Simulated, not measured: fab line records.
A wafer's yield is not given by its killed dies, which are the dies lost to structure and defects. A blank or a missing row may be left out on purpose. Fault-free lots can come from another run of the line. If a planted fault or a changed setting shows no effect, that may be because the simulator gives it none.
fab line records + flow gf180mcu
[record]
- lots = 5
- wafers = 23
route steps=602 shown PASSIVATION@593
startH: hours from the record's first day to the start of the lot's first wafer shown + waitH: hours elapsed since this lot's preceding step + " as in the row above + L1.1+2: a row that stands for several wafers + - no value present, or no start provided + * or withheld: withheld + < > ~ a bound
route shown NAME@n: names a module that has steps shown in the file, with the first one's number in the route + usual: the fault-free wafers' mean and standard deviation + same: alike in all rows + chamber/n: place in a boat + sites: each site's reading + _std_site: standard deviation across them + _edge_site: inner sites' mean taken away from outer sites' mean + radiusMm: for every site, how far away it sits from the centre of the wafer + mask NAME#n: copy n + behind: the most recent tool/chamber to have shaped the wafer + hold: what put the lot on hold/how long, in hours/how the hold closed + device: the transistor (n, p or np) that didn't switch + end of line: the same wafers' tests at the end of the route + a step without rows: its recipe alone + killed: not the wafer's yield, but the dies lost to structure and defects at the first sort + map: a wafer's dies, marking killed ones x, the rest . and places with no die _
set.NAME: the setting the step ran with; set.NAME@STEP: the setting that earlier step ran with + model.NAME: the simulator's own value behind a step, which no gauge read
lots run with intentionally changed settings; tables by step, rows by wafer
[[steps]]
[step GF_PASSIVATION_COAT_06]
[recipe]
- spinRpm = 2000
- resistThkNm = 4000
| lot.wafer | tool          | chamber | startH | waitH | set.resistThkNm | model.coat_of_PASSIVATION_COAT_06.thkNm |
|-----------|---------------|---------|--------|-------|-----------------|-----------------------------------------|
| L074.2+6  | lithoTrack-01 | 0       | 657.96 | 0.1   | 4183            | 4187                                    |
| L074.3    | "             | 0       | "      | "     | 4000            | 4006                                    |
| L074.4    | "             | 0       | "      | "     | 4000            | 4007                                    |
| L074.5    | "             | 0       | "      | "     | 4000            | 3983                                    |
| L078.1    | lithoTrack-01 | 0       | 688.78 | 0.1   | 4000            | 3998                                    |
| L078.2    | "             | 0       | "      | "     | 4090            | 4096                                    |
| L078.4    | "             | 0       | "      | "     | 4000            | 4015                                    |
| L078.5    | "             | 0       | "      | "     | 4090            | 4094                                    |
| L078.6    | "             | 0       | "      | "     | 4090            | 4082                                    |
| L082.2    | lithoTrack-03 | 0       | 714.21 | 0.1   | 4000            | 4004                                    |
| L082.3    | "             | 0       | "      | "     | 4000            | 3999                                    |
| L082.4    | "             | 0       | "      | "     | 4000            | 3997                                    |
| L084.1    | lithoTrack-01 | 0       | 736.03 | 0.1   | 4000            | 4006                                    |
| L084.2    | "             | 0       | "      | "     | 4000            | 4025                                    |
| L084.3    | "             | 0       | "      | "     | 4000            | 4011                                    |
| L084.4    | "             | 0       | "      | "     | 4000            | 4003                                    |
| L084.6    | "             | 0       | "      | "     | 4000            | 4005                                    |
| L085.1    | lithoTrack-02 | 0       | 745.50 | 0.1   | 4000            | 4015                                    |
| L085.3    | "             | 0       | "      | "     | 4207            | 4207                                    |
| L085.4    | "             | 0       | "      | "     | 4000            | 4004                                    |
| L085.5    | "             | 0       | "      | "     | 4207            | 4208                                    |
| L085.6    | "             | 0       | "      | "     | 4000            | 3997                                    |
[step GF_PASSIVATION_SOFTBAKE_07]
[recipe]
- tempC = 110
- timeS = withheld
[step GF_PASSIVATION_EXPOSE_08]
[recipe]
- maskId = Pad
- targetCdNm = 40000
- na = 0.57
- doseMj = 310
[step GF_PASSIVATION_DEVELOP_10]
[recipe]
- developTimeS = 60
- devTempC = 23
[step GF_PASSIVATION_ETCH_11]
[recipe]
- chemistry = CF4/O2
- targetDepthNm = 1800
- stopOn = TiN
- sourceW = 800
- biasW = 150
- pressureMtorr = 150
- cf4FlowSccm = 80
- O2_flow_sccm = 10
- timeS = 393.4
[step GF_PASSIVATION_STRIP_12]
[recipe]
- chemistry = O2/N2
- powerW = 1400
- pressureMtorr = 1500
- platenTempC = 250
- o2FlowSccm = 3000
- n2FlowSccm = 300
- overashFraction = 0.5
[usual]
- stripTimeToEndpointS = 34.98/0.2
| lot.wafer | tool           | chamber | startH | waitH | set.resistThkNm@PASSIVATION_COAT_06 | stripTimeToEndpointS |
|-----------|----------------|---------|--------|-------|-------------------------------------|----------------------|
| L074.2    | plasmaAsher-04 | 0       | 667.92 | 0.1   | 4183                                | 37.12                |
| L074.3    | "              | 0       | "      | "     | 4000                                | 35.00                |
| L074.4    | "              | 1       | "      | "     | 4000                                | 35.13                |
| L074.5    | "              | 1       | "      | "     | 4000                                | 34.79                |
| L074.6    | "              | 0       | "      | "     | 4183                                | 37.22                |
| L078.1    | plasmaAsher-04 | 1       | 699.17 | 0.1   | 4000                                | 35.05                |
| L078.2    | "              | 0       | "      | "     | 4090                                | 36.27                |
| L078.4    | "              | 1       | "      | "     | 4000                                | 35.38                |
| L078.5    | "              | 0       | "      | "     | 4090                                | 36.24                |
| L078.6    | "              | 1       | "      | "     | 4090                                | 36.05                |
| L082.2    | plasmaAsher-02 | 1       | 723.39 | 0.1   | 4000                                | 35.12                |
| L082.3    | "              | 1       | "      | "     | 4000                                | 35.01                |
| L082.4    | "              | 0       | "      | "     | 4000                                | 35.06                |
| L084.1    | plasmaAsher-04 | 0       | 745.09 | 0.1   | 4000                                | 34.94                |
| L084.2    | "              | 1       | "      | "     | 4000                                | 35.34                |
| L084.3    | "              | 1       | "      | "     | 4000                                | 35.20                |
| L084.4    | "              | 0       | "      | "     | 4000                                | 35.25                |
| L084.6    | "              | 0       | "      | "     | 4000                                | 34.99                |
| L085.1    | plasmaAsher-02 | 0       | 754.09 | 0.1   | 4000                                | 35.28                |
| L085.3    | "              | 0       | "      | "     | 4207                                | 37.58                |
| L085.4    | "              | 1       | "      | "     | 4000                                | 35.20                |
| L085.5    | "              | 0       | "      | "     | 4207                                | 37.52                |
| L085.6    | "              | 1       | "      | "     | 4000                                | 35.12                |
[[key]]
[split]
- step = GF_PASSIVATION_COAT_06
- setting = resistThkNm
- stated = 4000
- by = wafer
[response]
- step = GF_PASSIVATION_COAT_06
- reading = model.coat_of_PASSIVATION_COAT_06.thkNm
- change = +39.8
- per = 1%
- r = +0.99
[response]
- step = GF_PASSIVATION_STRIP_12
- reading = stripTimeToEndpointS
- change = *
- per = 1%
- r = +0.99
